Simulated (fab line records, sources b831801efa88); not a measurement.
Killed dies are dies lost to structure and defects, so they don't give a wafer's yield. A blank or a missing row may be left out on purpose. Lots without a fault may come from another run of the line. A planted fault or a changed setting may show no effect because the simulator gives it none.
Problem report in the 8D (eight disciplines) form, filled by code | flow sky130 | the parts of the form that need people (team, actions taken, sign-off) are left out

1. THE PROBLEM
cd_nm at SKY_VIA1_CD_MEAS_12 reads a mean of 98.3 nm on 2 wafers of 2 lots; wafers without a fault read 150.1 nm with a standard deviation of 1.7. That is -30 standard deviations from the usual mean.
The step: target cd 150 nm.
First seen on wafer L513.5, day 38 13:25, on cd_sem-01. The record holds 35 wafers of 12 lots with a number at this step. Rule for "out", or "out of limits": more than 4 standard deviations from the usual mean. The other wafers with a number count as sound.

2. WHAT IT IS AND WHAT IT IS NOT
question                    | is                | is not
which readings at this step | cd_nm             | -
which lots                  | L513, L518        | L501, L502, L503, L506, L508, L510, L511, L512, L515, L524
which wafers of those lots  | L513.5, L518.5    | L513.3, L513.4, L518.2
read on which gauges        | cd_sem-01         | cd_sem-02
when                        | from day 38 13:25 | up to then (26 sound wafers); but 7 sound wafers of L515, L518, L524 came after

3. SUSPECTS, AND WHAT RULES EACH OUT
Counting: a tool at a process step up to the reading stays a suspect if it ran every lot that is out. Sound lots after the first of them don't rule it out here, since some wafers of a struck lot are sound.
- the gauge at SKY_VIA1_CD_MEAS_12: ruled out. All the wafers that are out were read on cd_sem-01, but those of them that SKY_PAD_OPEN_PROBE_99 has rows for are out there too, on other tools.
- krf_scanner-01 at SKY_VIA1_EXPOSE_09 (exposes mask VIM, target cd 150 nm): kept. It ran every lot that is out, first L513 (day 38 00:34); its last sound lot up to then is L512 (day 37 15:35).
Left after counting: krf_scanner-01 at SKY_VIA1_EXPOSE_09.

4. THE CAUSE (what the simulator had put in)
Process parameter drift: krf_scanner-01, from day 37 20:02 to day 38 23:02, at SKY_VIA1_EXPOSE_09. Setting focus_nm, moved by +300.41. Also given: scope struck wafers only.
Counting left only this tool.

5. THE CHAIN OF EFFECTS, in route order
Each row: a reading whose mean over the struck wafers that have a number lies more than 3 standard deviations from the usual. Only readings for which the record gives a usual standard deviation are gone through. hours: the time from each lot's start at the first step in this table that gives one to its start at this step, as a median over the lots. sigmas: the change in usual standard deviations.
hours | step                  | reading              | usual    | on struck wafers | change | sigmas
0     | SKY_VIA1_CD_MEAS_12   | cd_nm                | 150.1 nm | 98.3             | -51.8  | -30
254   | SKY_PAD_OPEN_PROBE_99 | defect_limited_yield | 82.4 %   | 0.0              | -82.4  | -46
254   | SKY_PAD_OPEN_PROBE_99 | killed_at_M0_to_M3   | 43       | 450              | +407   | +52
254   | SKY_PAD_OPEN_PROBE_99 | killed_dies          | 87       | 492              | +405   | +45
254   | SKY_PAD_OPEN_PROBE_99 | killed_on_rim        | 17       | 96               | +79    | +23
254   | SKY_PAD_OPEN_PROBE_99 | sort_bin_5_function  | 10.4 %   | 92.7             | +82.3  | +55
254   | SKY_PAD_OPEN_PROBE_99 | sort_n_pass          | 405      | 0                | -405   | -45
254   | SKY_PAD_OPEN_PROBE_99 | sort_yield_pct       | 82.4 %   | 0.0              | -82.4  | -46
The process steps in it:
- SKY_PAD_OPEN_PROBE_99

6. WHAT WOULD HAVE CAUGHT IT SOONER
In this record the first reading out of limits at a measuring or inspecting step was taken at day 38 13:25, 17 hours after the fault began at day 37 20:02.
Of the lots that are out (2), L518 began SKY_VIA1_EXPOSE_09 on krf_scanner-01 after day 38 13:25. A hold on the tool at that time would have spared it.
